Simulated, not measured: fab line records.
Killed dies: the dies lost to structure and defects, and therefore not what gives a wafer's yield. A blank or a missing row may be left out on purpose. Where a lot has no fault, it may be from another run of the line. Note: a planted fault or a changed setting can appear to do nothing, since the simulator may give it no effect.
The tool behind it: which one?	flow sky130	12 lots, 36 wafers sampled, at 3 steps of a route of 708

## WHAT EACH GAUGE READ, for each wafer
SKY_SONOS_ONO_THK_MEAS_01.
lot	measured	on	SONOS_ONO_OXIDATION_THK (nm)
L137	day 11 15:43	film metro-03	4.27 4.25 4.22 4.26 4.21 4.17
L139	day 12 02:20	film metro-01	2.49 2.47 2.53
L140	day 12 12:13	film metro-02	2.63 2.67 2.64
L143	day 13 15:40	film metro-01	4.40 4.21 4.29 4.34 4.27 4.38
L146	day 14 10:59	film metro-01	4.32 4.25 4.27 4.30 4.26 4.27
L149	day 15 11:50	film metro-03	2.54 2.56 2.52
L150	day 15 18:29	film metro-02	2.46 2.52 2.55
L151	day 16 00:49	film metro-02	2.49 2.53 2.45
L155	day 17 06:08	film metro-03	2.60 2.60 2.65
L156	day 17 13:22	film metro-01	2.58 2.64 2.66
L158	day 18 18:34	film metro-02	2.63 2.60 2.60
L160	day 19 11:17	film metro-03	2.54 2.56 2.63

SKY_LOCAL_INTERCONNECT_OVL_MEAS_12.
lot	measured	on	LOCAL_INTERCONNECT_OVL (nm)
L137	day 30 04:56	overlay-02	4 2 0
L139	day 31 04:32	overlay-02	-6 0 2
L140	day 32 06:11	overlay-02	-6 -2 0
L143	day 32 17:17	overlay-02	-9 -4 -1
L146	day 33 10:05	overlay-02	-11 -10 -10
L149	day 34 14:59	overlay-01	-2 -5 -12
L150	day 34 18:50	overlay-01	-6 6 -6
L151	day 34 22:08	overlay-02	6 11 7
L155	day 36 01:11	overlay-02	1 -4 -1
L156	day 36 05:50	overlay-02	4 0 5
L158	day 37 10:08	overlay-02	-4 -10 -4
L160	day 38 01:15	overlay-01	3 -1 6

## EACH LOT AND THE TOOL THAT RAN IT (in order: tool; ch and the chambers of the sampled wafers; start)
lot	SKY_SONOS_ONO_OXIDATION_00
L137	furnace-02 ch 0, day 11 12:20 and furnace-01 ch 0, day 11 14:20
L139	furnace-01 ch 0, day 12 01:00
L140	furnace-02 ch 0, day 12 10:52
L143	furnace-01 ch 0, day 13 12:31 and furnace-02 ch 0, day 13 14:13
L146	furnace-02 ch 0, day 14 07:37 and furnace-01 ch 0, day 14 09:38
L149	furnace-02 ch 0, day 15 10:29
L150	furnace-01 ch 0, day 15 17:08
L151	furnace-02 ch 0, day 15 23:29
L155	furnace-01 ch 0, day 17 04:47
L156	furnace-01 ch 0, day 17 12:00
L158	furnace-01 ch 0, day 18 17:13
L160	furnace-01 ch 0, day 19 09:56
- SKY_SONOS_ONO_OXIDATION_00: stabilise 600 s, purge 300 s, target thk 2.6 nm.

## WHAT THE TOOLS THEMSELVES READ (means of the sampled wafers that have a number; where no wafer has one, the mark that the record gives instead)
SKY_SONOS_ONO_OXIDATION_00.
lot	tool	spike tc bottom C (C)	zone power lower pct (%)
L137	furnace-02/furnace-01	821.0	13.4
L139	furnace-01	819.5	12.2
L140	furnace-02	822.3	14.8
L143	furnace-01/furnace-02	820.8	13.4
L146	furnace-02/furnace-01	820.5	13.5
L149	furnace-02	822.0	14.8
L150	furnace-01	818.7	12.2
L151	furnace-02	821.6	14.8
L155	furnace-01	819.2	12.2
L156	furnace-01	818.8	12.0
L158	furnace-01	818.8	12.2
L160	furnace-01	819.8	12.2

## THE ANSWER, worked out from the rows above alone
Rule: the usual values come from the lots themselves. Put in order of their means at a reading, lots are off if they are a third of the lots or fewer, leave a main group of 4 or more, and stand apart from it by a gap of 3 or more times the standard deviation of the main group's means; of several such gaps the widest counts. The tables above print the reading to a certain number of digits; a main group whose means all agree to those digits is not used. A lot without any number at a reading at which 4 lots or more have one is off too. Where the step has rows for the other lots, those lots are counted as sound. The gauges are gone through in route order, then the tools' own readings, and for those a lot's mean is taken as printed above. At the first step where some lot is off, the reading lying furthest off is the one used; lots without a number count as furthest.
Off: L137, L143, L146, seen at SKY_SONOS_ONO_THK_MEAS_01 (SONOS_ONO_OXIDATION_THK). Main group: mean 2.57 nm, sd 0.057.
A tool fits if, at a process step before that reading, it ran every lot that is off, and no sound lot after the first of them. Those tools and the gauges at SKY_SONOS_ONO_THK_MEAS_01 are tried in the same way. No candidate that was tried fits.

## WHAT THE SIMULATOR HAD INSERTED
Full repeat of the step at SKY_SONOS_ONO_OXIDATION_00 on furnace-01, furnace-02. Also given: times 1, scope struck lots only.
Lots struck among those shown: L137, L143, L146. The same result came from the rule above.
